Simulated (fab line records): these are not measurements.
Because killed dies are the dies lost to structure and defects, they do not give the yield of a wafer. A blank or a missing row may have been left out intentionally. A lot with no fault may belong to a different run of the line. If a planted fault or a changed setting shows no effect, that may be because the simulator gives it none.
fab line records	flow sfq_line
[record] lots = 7	wafers = 21	last_day = 85
route steps=325 shown M2@98 I2@103 M3@118 I3@133 M8@325
lots untouched by any fault: they come from a run of this same line in which no faults occurred
start_h: start of the lot's first displayed wafer, in hours after the record's first day	wait_h: how many hours have passed since the lot's step before this one	" unchanged from the row above	L1.1+2: one row covering several wafers at once	- either no value or no given start	* or withheld: withheld	< > ~ a bound
route shown NAME@n: NAME is a module with steps in the file, n the number in the route of the first one	usual: mean and standard deviation over wafers with no fault	same: alike in all rows	chamber/n: place in a boat	sites: readings site by site	_std_site: standard deviation of those values	_edge_site: mean of outer sites minus mean of inner sites	radius_mm: how far each site lies from the wafer's centre	mask NAME#n: copy n	behind: tool/chamber where the wafer was last shaped	hold: cause of the lot's hold/its duration in hours/its outcome	device: names the non-switching transistor (n, p or np)	end of line: tests run on the same wafers once the route is complete	a step given without rows: its recipe and nothing more	killed: dies lost to structure and defects at the first sort, not the wafer's yield	map: per-die view of a wafer (x killed, . not killed, _ where there is no die)
set.NAME: setting as actually run; set.NAME@STEP: the setting as run at that earlier step	model.NAME: the simulator's own value behind a step, which no gauge read
lots at some steps of the route; a table a step, a row a wafer
services: a tool's chamber out of use, with start hour (start_h, from the record's first day; less than 0 if before it), hours out, and reason
[[steps]]
[step SFQ_M2_OVL_MEAS_916]
[usual] M2_OVL = -1/5.4
lot.wafer	tool	chamber	start_h	wait_h	M2_OVL[nm]
L250.2	overlay-02	-	694.16	0.1	4
L250.3	"	-	"	"	8
L250.6	"	-	"	"	3
L251.2	overlay-02	-	754.29	0.1	-1
L251.4	"	-	"	"	-1
L251.6	"	-	"	"	-3
L252.1	overlay-02	-	756.68	0.1	10
L252.2	"	-	"	"	7
L252.4	"	-	"	"	3
L253.1	overlay-01	-	757.88	0.1	4
L253.2	"	-	"	"	5
L253.5	"	-	"	"	-7
L260.2	overlay-02	-	810.69	0.1	7
L260.3	"	-	"	"	7
L260.4	"	-	"	"	1
L262.1	overlay-02	-	820.20	0.1	-10
L262.2	"	-	"	"	-15
L262.3	"	-	"	"	-10
L263.4	overlay-01	-	831.01	0.1	1
L263.5	"	-	"	"	-2
L263.6	"	-	"	"	5
[step SFQ_TRILAYER_M2_BARC_OPEN_METAL_ETCH_077]
[recipe] mask_material = PR	chemistry = O2	target_depth_nm = 125	target = BARC	icp_w = 600	bias_w = 80	pressure_mtorr = 10	time_s = 41.7
[step SFQ_TRILAYER_M2_ETCH_METAL_ETCH_060]
[recipe] target = Nb	stop_on = SiO2	mask_material = PR	chemistry = Cl2/Ar	target_depth_nm = 240	icp_w = 600	bias_w = 80	pressure_mtorr = 10	time_s = 120
[usual] bias_w = 80.01/0.25	drypump_motor_current_A = 5.69/0.18	oes_product_au = 0.893/0.008
lot.wafer	tool	chamber	start_h	wait_h	bias_w	drypump_motor_current_A	oes_product_au	rf_hours_counter_h
L250.2	rie_metal-04	1	694.25	0.0	79.74	5.94	0.898	104
L250.3	"	0	"	"	80.07	5.78	0.893	-
L250.6	"	1	"	"	80.02	5.94	0.899	-
L251.2	rie_metal-01	1	754.38	0.0	79.82	5.62	0.893	124
L251.4	"	0	"	"	80.12	5.58	0.892	-
L251.6	"	1	"	"	79.92	5.61	0.883	-
L252.1	rie_metal-02	1	756.78	0.0	79.81	5.39	0.895	46
L252.2	"	0	"	"	79.96	5.72	0.882	1
L252.4	"	0	"	"	79.94	5.73	0.890	-
L253.1	rie_metal-04	1	757.98	0.0	79.88	5.92	0.899	112
L253.2	"	0	"	"	80.36	5.78	0.889	124
L253.5	"	0	"	"	80.29	5.79	0.897	-
L260.2	rie_metal-02	0	810.78	0.0	80.21	5.65	0.899	8
L260.3	"	1	"	"	80.24	5.39	0.903	-
L260.4	"	0	"	"	80.54	5.70	0.902	-
L262.1	rie_metal-04	1	820.29	0.0	80.42	5.91	0.897	122
L262.2	"	0	"	"	79.99	5.79	0.894	132
L262.3	"	0	"	"	79.95	5.79	0.897	-
L263.4	rie_metal-04	1	831.13	0.1	80.06	5.93	0.891	-
L263.5	"	1	"	"	79.83	5.93	0.896	-
L263.6	"	0	"	"	80.61	5.79	0.888	-
[step SFQ_TRILAYER_M2_STRIP_STRIP_061]
[recipe] gas = O2	power_w = 200	platen_temp_c = 40	overash_fraction = 0.65	chemistry = O2	pressure_mtorr = 50
[step SFQ_TRILAYER_M2_STRIP_SOLV_CLEAN_062]
[recipe] chemistry = NMP	temp_c = 70	time_s = 600
[step SFQ_TRILAYER_I2_DEP_PECVD_063]
[recipe] material = SiO2	temp_c = 150	time_s = 111.11	pressure_torr = 2.4	rf_w = 183.3	precursor = SiH4/N2O	target_thk_nm = 500
[usual] heater_power_outer_w = 29/7.5	heater_power_w = 83/11	throttle_valve_pct = 24.6/1.2
lot.wafer	tool	chamber	start_h	wait_h	heater_power_outer_w	heater_power_w	throttle_valve_pct
L250.2	pecvd-01	1	695.17	0.0	28	94	25.4
L250.3	"	2	"	"	26	69	25.3
L250.6	"	2	"	"	28	71	25.0
L251.2	pecvd-01	0	755.28	0.0	42	101	26.0
L251.4	"	0	"	"	29	83	26.3
L251.6	"	1	"	"	24	85	25.4
L252.1	pecvd-04	2	757.68	0.0	25	84	25.3
L252.2	"	0	"	"	34	88	25.8
L252.4	"	2	"	"	26	88	25.0
L253.1	pecvd-03	2	758.88	0.0	26	76	24.7
L253.2	"	1	"	"	31	75	23.8
L253.5	"	0	"	"	37	93	23.2
L260.2	pecvd-04	2	811.68	0.0	19	79	25.3
L260.3	"	1	"	"	44	111	25.4
L260.4	"	2	"	"	21	80	25.2
L262.1	pecvd-01	0	821.19	0.0	39	95	26.4
L262.2	"	1	"	"	28	91	25.5
L262.3	"	2	"	"	30	76	24.7
L263.4	pecvd-04	1	832.03	0.0	39	102	25.4
L263.5	"	0	"	"	32	82	25.9
L263.6	"	2	"	"	24	82	25.5
[step SFQ_TRILAYER_I2_CMP_CMP_064]
[recipe] material = SiO2	down_force_psi = 3	platen_rpm = 60	pad_velocity_m_s = 0.94248
[step SFQ_I2_BOW_MEAS_917]
[recipe] mode = bow
[usual] I2_BOW = 2/8.2
lot.wafer	tool	chamber	start_h	wait_h	I2_BOW[um]
L250.2	film_metro-02	-	701.85	2.5	5
L250.3	"	-	"	"	-7
L250.6	"	-	"	"	7
L251.2	film_metro-04	-	760.36	1.5	3
L251.4	"	-	"	"	1
L251.6	"	-	"	"	14
L252.1	film_metro-01	-	763.34	2.5	2
L252.2	"	-	"	"	8
L252.4	"	-	"	"	15
L253.1	film_metro-04	-	765.60	2.5	2
L253.2	"	-	"	"	8
L253.5	"	-	"	"	8
L260.2	film_metro-04	-	817.78	1.5	-2
L260.3	"	-	"	"	-10
L260.4	"	-	"	"	-2
L262.1	film_metro-01	-	826.76	2.0	-2
L262.2	"	-	"	"	-12
L262.3	"	-	"	"	-1
L263.4	film_metro-04	-	835.82	2.1	13
L263.5	"	-	"	"	23
L263.6	"	-	"	"	24
[step SFQ_TRILAYER_I2_METRO_MEASURE_065]
[step SFQ_TRILAYER_I2_VIA_LITHO_COAT_072]
[recipe] resist = BARC	spin_rpm = 3000	resist_thk_nm = 62
[step SFQ_TRILAYER_I2_VIA_LITHO_COAT_067]
[recipe] resist = KrF	spin_rpm = 3000	resist_thk_nm = 650
[step SFQ_TRILAYER_I2_VIA_LITHO_SOFTBAKE_071]
[recipe] temp_c = withheld	time_s = withheld	resist = KrF
[step SFQ_TRILAYER_I2_VIA_LITHO_EXPOSE_068]
[recipe] mask_id = I2	na = 0.6	source_shape = conventional	sigma_outer = 0.65	target_cd_nm = 500	dose_mj = 21.3
[usual] exposure_dose_mJ_cm2 = 21.294/0.021
[same] sigma_outer = 0.65
lot.wafer	tool	chamber	start_h	wait_h	mask	exposure_dose_mJ_cm2	model.I2.overlay_x_nm
L250.2	krf_scanner-01	0	849.15	-	I2#0	21.309	0.115
L250.3	"	0	"	"	I2#0	21.286	0.115
L250.6	"	0	"	"	I2#0	21.256	0.115
L251.2	krf_scanner-01	0	911.77	-	I2#0	21.317	78.28
L251.4	"	0	"	"	I2#0	21.276	78.28
L251.6	"	0	"	"	I2#0	21.317	78.28
L252.1	krf_scanner-01	0	913.97	-	I2#0	21.278	59.24
L252.2	"	0	"	"	I2#0	21.261	59.24
L252.4	"	0	"	"	I2#0	21.275	59.24
L253.1	krf_scanner-01	0	916.37	-	I2#0	21.333	67.38
L253.2	"	0	"	"	I2#0	21.318	67.38
L253.5	"	0	"	"	I2#0	21.279	67.38
L260.2	krf_scanner-02	0	963.81	-	I2#0	21.309	0.4064
L260.3	"	0	"	"	I2#0	21.322	0.4064
L260.4	"	0	"	"	I2#0	21.291	0.4064
L262.1	krf_scanner-02	0	976.81	-	I2#0	21.287	-5.459
L262.2	"	0	"	"	I2#0	21.272	-5.459
L262.3	"	0	"	"	I2#0	21.297	-5.459
L263.4	krf_scanner-02	0	985.81	-	I2#0	21.314	-6.105
L263.5	"	0	"	"	I2#0	21.331	-6.105
L263.6	"	0	"	"	I2#0	21.290	-6.105
[step SFQ_TRILAYER_I2_VIA_LITHO_PEB_070]
[recipe] peb_temp_c = 115	peb_time_s = 60	resist = KrF
[step SFQ_TRILAYER_I2_VIA_LITHO_DEVELOP_069]
[recipe] time_s = 60	resist = KrF
[step SFQ_I2_OVL_MEAS_918]
[usual] I2_OVL = 1/4.9
lot.wafer	tool	chamber	start_h	wait_h	I2_OVL[nm]
L250.2	overlay-01	-	850.45	0.1	4
L250.3	"	-	"	"	-1
L250.6	"	-	"	"	1
L251.2	overlay-01	-	913.08	0.1	85
L251.4	"	-	"	"	78
L251.6	"	-	"	"	77
L252.1	overlay-01	-	915.47	0.1	62
L252.2	"	-	"	"	69
L252.4	"	-	"	"	68
L253.1	overlay-02	-	917.87	0.1	68
L253.2	"	-	"	"	68
L253.5	"	-	"	"	70
L260.2	overlay-02	-	965.11	0.1	4
L260.3	"	-	"	"	5
L260.4	"	-	"	"	0
L262.1	overlay-01	-	978.31	0.1	-4
L262.2	"	-	"	"	4
L262.3	"	-	"	"	2
L263.4	overlay-01	-	986.73	0.1	-8
L263.5	"	-	"	"	1
L263.6	"	-	"	"	-4
[step SFQ_TRILAYER_I2_VIA_BARC_OPEN_VIA_ETCH_096]
[recipe] mask_material = PR	chemistry = O2	target_depth_nm = 125	target = BARC	source_w = 500	bias_w = 80	pressure_mtorr = 30	time_s = 41.7
[step SFQ_TRILAYER_I2_VIA_ETCH_VIA_ETCH_070]
[recipe] target = SiO2	stop_on = Nb	mask_material = PR	taper_deg = 20	chemistry = CHF3	target_depth_nm = 260	source_w = 500	bias_w = 80	pressure_mtorr = 30	time_s = withheld
[step SFQ_TRILAYER_I2_VIA_STRIP_STRIP_071]
[recipe] gas = O2	power_w = 200	platen_temp_c = 40	overash_fraction = 0.65	chemistry = O2	pressure_mtorr = 50
[step SFQ_TRILAYER_I2_VIA_STRIP_SOLV_CLEAN_072]
[recipe] chemistry = NMP	temp_c = 70	time_s = 600
[step SFQ_TRILAYER_M3_DEP_PRE_CLEAN_074]
[recipe] gas = Ar	time_s = 22.5	bias_v = 250
[step SFQ_TRILAYER_M3_DEP_SPUTTER_073]
[recipe] material = Nb	base_pressure_pa = 1.33e-06	chamber_pressure_pa = 0.1333	substrate_temp_c = 20	resputter_cathode_voltage_v = 400	target_thk_nm = 200	power_w = 2000	time_s = 133.3
[step SFQ_M3_RS_MEAS_919]
[recipe] thk_meas_gauge = four-point-probe	reads = Nb_of_TRILAYER_M3_DEP_SPUTTER_073
[usual] M3_NB_RS = 0.896/0.0092
lot.wafer	tool	chamber	start_h	wait_h	M3_NB_RS[ohm/sq]
L250.2	film_metro-01	-	851.57	0.1	0.896
L250.3	"	-	"	"	0.873
L250.6	"	-	"	"	0.894
L251.2	film_metro-02	-	914.19	0.1	0.900
L251.4	"	-	"	"	0.904
L251.6	"	-	"	"	0.898
L252.1	film_metro-03	-	916.57	0.0	0.901
L252.2	"	-	"	"	0.882
L252.4	"	-	"	"	0.897
L253.1	film_metro-02	-	918.95	0.0	0.891
L253.2	"	-	"	"	0.887
L253.5	"	-	"	"	0.896
L260.2	film_metro-03	-	966.21	0.1	0.898
L260.3	"	-	"	"	0.898
L260.4	"	-	"	"	0.886
L262.1	film_metro-02	-	979.39	0.0	0.904
L262.2	"	-	"	"	0.907
L262.3	"	-	"	"	0.912
L263.4	film_metro-01	-	987.85	0.1	0.903
L263.5	"	-	"	"	0.917
L263.6	"	-	"	"	0.902
[step SFQ_TRILAYER_M3_LITHO_COAT_080]
[recipe] resist = BARC	spin_rpm = 3000	resist_thk_nm = 62
[step SFQ_TRILAYER_M3_LITHO_COAT_075]
[recipe] resist = KrF	spin_rpm = 3000	resist_thk_nm = 600
[step SFQ_TRILAYER_M3_LITHO_SOFTBAKE_079]
[recipe] temp_c = withheld	time_s = withheld	resist = KrF
[step SFQ_TRILAYER_M3_LITHO_EXPOSE_076]
[recipe] mask_id = M3	na = 0.6	source_shape = conventional	sigma_outer = 0.65	target_cd_nm = 500	dose_mj = 14.4
[step SFQ_TRILAYER_M3_LITHO_PEB_078]
[recipe] peb_temp_c = 115	peb_time_s = 60	resist = KrF
[step SFQ_TRILAYER_M3_LITHO_DEVELOP_077]
[recipe] time_s = 60	resist = KrF
[step SFQ_M3_OVL_MEAS_921]
[usual] M3_OVL = 1/6
lot.wafer	tool	chamber	start_h	wait_h	M3_OVL[nm]
L250.2	overlay-01	-	853.98	0.1	-1
L250.3	"	-	"	"	-2
L250.6	"	-	"	"	6
L251.2	overlay-02	-	916.61	0.1	-2
L251.4	"	-	"	"	-5
L251.6	"	-	"	"	-3
L252.1	overlay-01	-	919.00	0.1	0
L252.2	"	-	"	"	-7
L252.4	"	-	"	"	-3
L253.1	overlay-02	-	921.38	0.1	-1
L253.2	"	-	"	"	-5
L253.5	"	-	"	"	-5
L260.2	overlay-01	-	1114.14	0.1	7
L260.3	"	-	"	"	5
L260.4	"	-	"	"	6
L262.1	overlay-02	-	1126.71	0.1	1
L262.2	"	-	"	"	-5
L262.3	"	-	"	"	-1
L263.4	overlay-02	-	1127.93	0.1	7
L263.5	"	-	"	"	5
L263.6	"	-	"	"	7
[step SFQ_TRILAYER_M3_BARC_OPEN_METAL_ETCH_100]
[recipe] mask_material = PR	chemistry = O2	target_depth_nm = 125	target = BARC	icp_w = 600	bias_w = 80	pressure_mtorr = 10	time_s = 41.7
[step SFQ_TRILAYER_M3_ETCH_METAL_ETCH_078]
[recipe] target = Nb	stop_on = SiO2	mask_material = PR	chemistry = Cl2/Ar	target_depth_nm = 240	icp_w = 600	bias_w = 80	pressure_mtorr = 10	time_s = 120
[usual] bias_w = 79.97/0.26	drypump_motor_current_A = 5.90/0.25	oes_product_au = 0.891/0.0072
lot.wafer	tool	chamber	start_h	wait_h	bias_w	drypump_motor_current_A	oes_product_au	rf_hours_counter_h
L250.2	rie_metal-04	1	854.17	0.1	80.12	5.95	0.888	-
L250.3	"	1	"	"	79.79	5.95	0.899	-
L250.6	"	1	"	"	80.37	5.92	0.898	-
L251.2	rie_metal-03	0	916.70	0.0	79.92	6.44	0.889	48
L251.4	"	1	"	"	79.69	6.02	0.880	-
L251.6	"	1	"	"	79.88	6.02	0.886	-
L252.1	rie_metal-04	0	919.10	0.0	79.93	5.81	0.887	8
L252.2	"	1	"	"	79.67	5.91	0.893	1
L252.4	"	0	"	"	80.06	5.80	0.890	-
L253.1	rie_metal-04	0	921.48	0.0	79.81	5.79	0.896	9
L253.2	"	1	"	"	80.55	5.93	0.899	2
L253.5	"	1	"	"	79.97	5.93	0.899	-
L260.2	rie_metal-01	1	1114.23	0.0	80.03	5.61	0.882	31
L260.3	"	0	"	"	79.60	5.59	0.894	-
L260.4	"	1	"	"	79.55	5.60	0.895	-
L262.1	rie_metal-03	1	1126.80	0.0	79.78	6.01	0.881	16
L262.2	"	0	"	"	80.03	6.42	0.888	76
L262.3	"	0	"	"	79.86	6.41	0.884	-
L263.4	rie_metal-01	0	1128.04	0.1	79.53	5.59	0.884	-
L263.5	"	0	"	"	79.76	5.58	0.881	-
L263.6	"	1	"	"	80.42	5.60	0.892	-
[step SFQ_TRILAYER_M3_STRIP_STRIP_079]
[recipe] gas = O2	power_w = 200	platen_temp_c = 40	overash_fraction = 0.65	chemistry = O2	pressure_mtorr = 50
[step SFQ_TRILAYER_M3_STRIP_SOLV_CLEAN_080]
[recipe] chemistry = NMP	temp_c = 70	time_s = 600
[step SFQ_TRILAYER_I3_DEP_PECVD_081]
[recipe] material = SiO2	temp_c = 150	time_s = 111.11	pressure_torr = 2.4	rf_w = 183.3	precursor = SiH4/N2O	target_thk_nm = 500
[usual] heater_power_outer_w = 26/8.2	heater_power_w = 77/12	throttle_valve_pct = 24.6/1.4
lot.wafer	tool	chamber	start_h	wait_h	heater_power_outer_w	heater_power_w	throttle_valve_pct
L250.2	pecvd-02	0	855.79	0.0	32	83	24.0
L250.3	"	1	"	"	7	47	26.1
L250.6	"	0	"	"	32	85	24.4
L251.2	pecvd-02	0	917.60	0.0	31	84	24.2
L251.4	"	1	"	"	11	54	26.2
L251.6	"	0	"	"	32	86	24.2
L252.1	pecvd-01	0	920.00	0.0	36	91	26.1
L252.2	"	1	"	"	19	82	25.3
L252.4	"	2	"	"	31	76	25.0
L253.1	pecvd-03	0	922.38	0.0	31	83	23.1
L253.2	"	2	"	"	21	70	25.2
L253.5	"	2	"	"	23	73	24.8
L260.2	pecvd-03	1	1115.13	0.0	26	67	24.4
L260.3	"	2	"	"	20	69	25.7
L260.4	"	0	"	"	29	84	23.9
L262.1	pecvd-03	0	1127.70	0.0	25	80	23.8
L262.2	"	1	"	"	30	72	24.6
L262.3	"	2	"	"	21	71	25.9
L263.4	pecvd-01	1	1128.94	0.0	23	86	22.2
L263.5	"	2	"	"	30	76	22.4
L263.6	"	0	"	"	28	79	23.1
[step SFQ_TRILAYER_I3_CMP_CMP_082]
[recipe] material = SiO2	down_force_psi = 3	platen_rpm = 60	pad_velocity_m_s = 0.94248
[usual] edge_zone_pressure_frac = 1.000/0.0054	motor_current_A = 10.1/0.97	slurry_filter_dp_kPa = 13.49/0.13	slurry_flow_ml_min = 150.0/0.43	time_to_endpoint_s = 219/7.9
lot.wafer	tool	chamber	start_h	wait_h	edge_zone_pressure_frac	motor_current_A	slurry_filter_dp_kPa	slurry_flow_ml_min	time_to_endpoint_s
L250.2	cmp-02	1	855.87	0.0	0.994	10.6	13.42	150.5	214
L250.3	"	3	856.87	1.0	1.004	8.7	13.70	149.7	206
L250.6	"	1	857.87	2.0	0.991	10.8	13.51	150.7	224
L251.4	cmp-02	1	918.17	0.5	1.001	10.5	13.44	149.8	221
L251.2	"	3	919.17	1.5	1.009	9.0	13.41	150.1	220
L251.6	"	0	"	"	1.010	9.5	13.48	150.5	222
L252.2	cmp-02	1	920.67	0.6	0.995	10.1	13.40	149.2	220
L252.1	"	2	"	"	0.995	10.7	13.48	150.8	220
L252.4	"	0	922.17	2.1	1.005	9.6	13.42	150.7	227
L253.2	cmp-02	2	924.17	1.8	1.001	10.5	13.42	150.5	217
L253.1	"	0	925.17	2.8	0.999	9.4	13.69	150.2	221
L253.5	"	1	"	"	1.007	10.7	13.33	149.9	215
L260.4	cmp-02	3	1115.21	0.0	1.001	8.5	13.47	149.6	213
L260.2	"	1	1116.21	1.0	1.004	10.3	13.47	150.0	209
L260.3	"	2	"	"	0.995	10.3	13.38	149.4	214
L262.3	cmp-02	1	1130.20	2.5	1.004	10.8	13.93	150.2	213
L262.2	"	2	"	"	0.993	9.9	13.40	150.2	212
L262.1	"	0	1131.70	4.0	0.997	9.2	13.31	151.0	214
L263.4	cmp-01	2	1133.03	4.0	0.998	10.3	13.45	150.1	237
L263.5	"	3	"	"	0.997	11.8	13.40	150.3	232
L263.6	"	0	"	"	1.001	11.6	13.55	149.9	235
[step SFQ_I3_BOW_MEAS_922]
[recipe] mode = bow
[usual] I3_BOW = 4/8.2
lot.wafer	tool	chamber	start_h	wait_h	I3_BOW[um]
L250.2	film_metro-03	-	858.89	2.5	8
L250.3	"	-	"	"	-5
L250.6	"	-	"	"	11
L251.2	film_metro-04	-	920.69	1.0	6
L251.4	"	-	"	"	5
L251.6	"	-	"	"	18
L252.1	film_metro-04	-	923.67	2.0	5
L252.2	"	-	"	"	10
L252.4	"	-	"	"	17
L253.1	film_metro-02	-	926.67	1.0	4
L253.2	"	-	"	"	10
L253.5	"	-	"	"	10
L260.2	film_metro-03	-	1118.23	1.5	-4
L260.3	"	-	"	"	-10
L260.4	"	-	"	"	-2
L262.1	film_metro-02	-	1133.20	1.0	2
L262.2	"	-	"	"	-9
L262.3	"	-	"	"	3
L263.4	film_metro-03	-	1134.59	1.1	9
L263.5	"	-	"	"	20
L263.6	"	-	"	"	20
[step SFQ_TRILAYER_I3_METRO_MEASURE_083]
[step SFQ_TRILAYER_I3_VIA_LITHO_COAT_090]
[recipe] resist = BARC	spin_rpm = 3000	resist_thk_nm = 62
[step SFQ_TRILAYER_I3_VIA_LITHO_COAT_085]
[recipe] resist = KrF	spin_rpm = 3000	resist_thk_nm = 650
[step SFQ_TRILAYER_I3_VIA_LITHO_SOFTBAKE_089]
[recipe] temp_c = withheld	time_s = withheld	resist = KrF
[step SFQ_M8_BOW_MEAS_951]
[recipe] mode = bow
[usual] M8_BOW = 9/7.9
lot.wafer	tool	chamber	start_h	wait_h	M8_BOW[um]	model.etest.i2.link_ohm
L250.2	film_metro-04	-	1928.48	0.0	1	1.965
L250.3	"	-	"	"	-11	1.95
L250.6	"	-	"	"	2	1.967
L251.2	film_metro-02	-	1994.10	0.0	6	2.023
L251.4	"	-	"	"	5	2.026
L251.6	"	-	"	"	18	2.023
L252.1	film_metro-02	-	2006.24	0.0	4	2.007
L252.2	"	-	"	"	9	1.995
L252.4	"	-	"	"	16	2
L253.1	film_metro-04	-	2009.51	0.0	2	1.994
L253.2	"	-	"	"	8	1.994
L253.5	"	-	"	"	8	2.001
L260.2	film_metro-02	-	2024.49	0.0	13	1.978
L260.3	"	-	"	"	6	1.977
L260.4	"	-	"	"	13	1.957
L262.1	film_metro-04	-	2026.87	0.0	23	1.984
L262.2	"	-	"	"	12	1.983
L262.3	"	-	"	"	23	1.984
L263.4	film_metro-02	-	2028.13	0.1	10	1.968
L263.5	"	-	"	"	20	1.996
L263.6	"	-	"	"	21	1.983
[[services]]
tool	chamber	start_h	hours	kind
krf_scanner-01	-	704.66	1.3	pm
krf_scanner-01	-	745.91	0.3	repair
cmp-02	-	749.37	4.0	pm
krf_scanner-01	-	776.03	1.0	pm
cmp-02	-	787.28	0.3	repair
rie_metal-04	0	793.62	7.3	repair
krf_scanner-01	-	797.64	0.6	repair
krf_scanner-01	-	801.24	0.8	pm
rie_metal-04	-	828.27	1.7	repair
rie_metal-04	1	861.26	5.8	repair
cmp-02	-	868.56	3.3	repair
cmp-02	-	888.24	3.4	pm
cmp-02	-	891.61	11.8	pm
cmp-02	-	908.17	0.7	repair
rie_metal-04	-	915.31	2.8	pm
pecvd-01	-	933.25	14.0	pm
pecvd-01	-	965.09	14.6	pm
cmp-02	-	1021.76	1.0	repair
cmp-02	-	1030.81	1.3	repair
cmp-02	-	1057.21	5.3	repair
rie_metal-04	1	1059.76	7.1	repair
rie_metal-04	-	1082.37	1.4	repair
cmp-02	-	1089.42	4.0	pm
cmp-02	-	1118.78	0.8	repair
[[key]]
[first_sign] step = SFQ_I2_OVL_MEAS_918	reading = I2_OVL	direction = up	sigmas = 14	usual = 1	struck = 72
effect none on later readings
[model_effect] step = SFQ_TRILAYER_I2_VIA_LITHO_EXPOSE_068	value = I2.overlay_x_nm	without = -2.661	struck = 68.3
[model_effect] step = SFQ_M8_BOW_MEAS_951	value = etest.i2.link_ohm	without = 1.981	struck = 2.007
met_at SFQ_TRILAYER_I2_VIA_LITHO_EXPOSE_068
struck_wafers L251.2,L251.4,L251.6,L252.1,L252.2,L252.4,L253.1,L253.2,L253.5
[fault] kind = scanner_matching_overlay	tool = krf_scanner-01	chamber = -	onset_h = 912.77	steps = SFQ_TRILAYER_I2_VIA_LITHO_EXPOSE_068	offset = 70.958
